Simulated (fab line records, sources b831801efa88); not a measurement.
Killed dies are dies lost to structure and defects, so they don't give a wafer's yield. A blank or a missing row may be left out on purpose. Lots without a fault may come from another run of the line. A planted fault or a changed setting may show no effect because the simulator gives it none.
A struck lot beside a sound one | flow sfq_line | 19 steps out of a route of 325
Sound: wafers L654.1, L654.2, L654.4. Struck: wafers L661.1, L661.5, L661.6. The cause comes at the end.
At each step with rows: each side's tool, then ch and its chambers, then its first start. Under that, the readings that differ: sound wafers | struck wafers | difference of the means | sigmas: that difference in standard deviations of wafers without a fault.
alike: readings whose means differ by less than 2 such deviations, and words and numbers that are the same on both sides. not compared: withheld readings, readings that some wafer has no value for, bounds like >300 that may hide the same value, and numbers for which the record gives no deviation and whose values overlap.
The two part at a step that has a row with sigmas, a row that says differs or no value, or rows on one side only. Numbers that don't overlap but have no deviation are shown without sigmas and don't part them. A reading that every wafer of one side lacks parts them only if that side has two wafers or more.

first, 2 steps without rows for these wafers: SFQ_TRILAYER_M5_STRIP_SOLV_CLEAN_128 (cleans in NMP, time 600 s); SFQ_TRILAYER_A5B_DEP_PECVD_129 (deposits SiO2 from SiH4/N2O, time 133.33 s, target thk 600 nm).
SFQ_TRILAYER_A5B_CMP_CMP_130: polishes, stops on Nb, target thk 340.7 nm.
  sound on cmp-01 ch 1,2,3, day 57 18:41; struck on cmp-02 ch 2,3, day 59 23:13
  alike: head_pressure_psi, motor_current_A
then, 1 step without rows for these wafers: SFQ_TRILAYER_A5B_METRO_MEASURE_131.
SFQ_TRILAYER_R5_DEP_SPUTTER_132: material Ti, target thk 5 nm, time 5 s.
  sound on pvd_sputter-05, day 57 22:53; struck on pvd_sputter-05, day 60 03:25
  alike: cathode_dc_power_W, throttle_valve_pct
SFQ_TRILAYER_R5_DEP_SPUTTER_133: material MoNx, target thk 40 nm, time 66.7 s.
  sound on pvd_sputter-05, day 57 22:55; struck on pvd_sputter-05, day 60 03:26
  alike: cathode_dc_power_W, throttle_valve_pct
SFQ_TRILAYER_R5_DEP_SPUTTER_134: material Ti, target thk 5 nm, time 5 s.
  sound on pvd_sputter-05, day 57 22:58; struck on pvd_sputter-05, day 60 03:29
  alike: cathode_dc_power_W, throttle_valve_pct
SFQ_R5_RS_MEAS_933: measures by four-point-probe.
  sound on film_metro-02, day 57 22:59; struck on film_metro-01, day 60 03:30
  alike: R5_MONX_RS
SFQ_R5_THK_MEAS_934: measures by xrf.
  sound on film_metro-02, day 57 23:06; struck on film_metro-01, day 60 03:37
  alike: R5_MONX_THK
then, 3 steps without rows for these wafers: SFQ_TRILAYER_R5_LITHO_COAT_141 (resist thk 62 nm); SFQ_TRILAYER_R5_LITHO_COAT_136 (resist thk 600 nm); SFQ_TRILAYER_R5_LITHO_SOFTBAKE_140.
-- the record jumps here: 5 days lie between the struck wafers' starts before and after --
SFQ_TRILAYER_R5_LITHO_EXPOSE_137: exposes mask R5, target cd 500 nm.
  sound on krf_scanner-02 ch 0, day 63 09:49; struck on krf_scanner-02 ch 0, day 65 09:49
  reading              | sound                | struck               | difference | sigmas
  exposure_dose_mJ_cm2 | 14.408 14.386 14.396 | 15.005 14.995 15.047 | +0.619     | +41
  alike: mask
then, 2 steps without rows for these wafers: SFQ_TRILAYER_R5_LITHO_PEB_139 (peb time 60 s); SFQ_TRILAYER_R5_LITHO_DEVELOP_138 (time 60 s).
SFQ_R5_OVL_MEAS_935:
  sound on overlay-02, day 63 11:19; struck on overlay-02, day 65 11:19
  alike: R5_OVL
SFQ_TRILAYER_R5_BARC_OPEN_METAL_ETCH_177: etches BARC in O2, target depth 125 nm, time 41.7 s.
  sound on rie_metal-04 ch 0,1, day 63 11:22; struck on rie_metal-03 ch 0,1, day 65 11:22
  reading             | sound           | struck            | difference | sigmas
  model.R5.cd_nm (nm) | 500.9 500.2 501 | 492.7 492.4 492.2 | -8.3       |
  alike: drypump_motor_current_A, oes_product_au
  not compared: rf_hours_counter_h
SFQ_TRILAYER_R5_ETCH_METAL_ETCH_139: etches the open film in Cl2, stops on SiO2, target depth 60 nm, time 40 s.
  sound on rie_metal-04 ch 0,1, day 63 11:25; struck on rie_metal-03 ch 0,1, day 65 11:25
  reading             | sound           | struck            | difference | sigmas
  model.R5.cd_nm (nm) | 501 500.5 501.4 | 493.2 492.7 492.5 | -8.2       |
  alike: drypump_motor_current_A, oes_product_au
  not compared: rf_hours_counter_h
SFQ_TRILAYER_R5_STRIP_STRIP_140: strips in O2.
  sound on rie_metal-04 ch 0,1, day 63 11:29; struck on rie_metal-03 ch 0,1, day 65 11:29
  alike: drypump_motor_current_A, oes_product_au
  not compared: rf_hours_counter_h

WHERE THEY PART
Only at SFQ_TRILAYER_R5_LITHO_EXPOSE_137, within this record. Later steps at which nothing parts them and some readings are alike: SFQ_R5_OVL_MEAS_935, SFQ_TRILAYER_R5_BARC_OPEN_METAL_ETCH_177, SFQ_TRILAYER_R5_ETCH_METAL_ETCH_139, SFQ_TRILAYER_R5_STRIP_STRIP_140.

WHY: what the simulator had put in
Process parameter drift: krf_scanner-02, from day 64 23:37 on, at SFQ_TRILAYER_R5_LITHO_EXPOSE_137. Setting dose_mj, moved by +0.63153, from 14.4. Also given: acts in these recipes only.
